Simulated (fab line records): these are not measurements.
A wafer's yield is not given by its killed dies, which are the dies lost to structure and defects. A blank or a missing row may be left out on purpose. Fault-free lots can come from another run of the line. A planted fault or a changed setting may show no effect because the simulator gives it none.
Chamber matching ; flow sky130 ; SKY_LI_CONTACT_CMP_24 on cmp-02 has 4 sister chambers
The step polishes, stops on PSG, t overpolish 20 s, target thk 0 nm. 8 wafers are shown with their chamber, then 11 later ones without.

## WAFERS PAIRED WITH THEIR CHAMBERS
wafer;chamber;motor_current_A (A);time_to_endpoint_s (s)
L769.4;1;9.6;97
L771.2;1;10.1;102
L776.1;2;12.8;91
L776.6;3;11.7;93
L779.2;2;12.7;95
L779.3;3;11.2;97
L779.5;0;10.6;97
L790.1;0;10.8;95

## WAFERS WITHOUT THEIR CHAMBER
wafer;motor_current_A (A);time_to_endpoint_s (s)
L790.5;11.5;96
L790.6;10.1;94
L787.2;10.2;97
L787.3;11.4;100
L787.4;10.4;94
L789.1;9.7;95
L789.2;12.8;93
L789.5;10.6;93
L788.1;12.7;93
L788.3;10.0;93
L788.5;9.7;97

## EACH ONE'S CHAMBER
wafer;from the rows above;in truth
L790.5;3;3
L790.6;can't be placed: 1 or 0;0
L787.2;can't be placed: 1 or 0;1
L787.3;can't be placed: 3 or 0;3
L787.4;can't be placed: 0 or 1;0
L789.1;1;1
L789.2;2;2
L789.5;0;0
L788.1;2;2
L788.3;can't be placed: 1 or 0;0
L788.5;1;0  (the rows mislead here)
Correctly placed: 5 of 11. Cannot be placed on the basis of these rows: 5; the candidates contain the true chamber in 5. Placed wrongly: 1.
How it was worked out, from the rows above alone: a wafer's distance from a chamber is the root of the sum, over the readings, of the square of ((its reading less the chamber's mean) divided by the reading's scatter). The wafer belongs to the nearest chamber; if the next one is less than 2 further off, it can't be placed. A chamber's mean is the mean of its shown wafers. The scatter: the root of (the sum of the squares of (reading less its chamber's mean) over the shown wafers, divided by (wafers less chambers)).
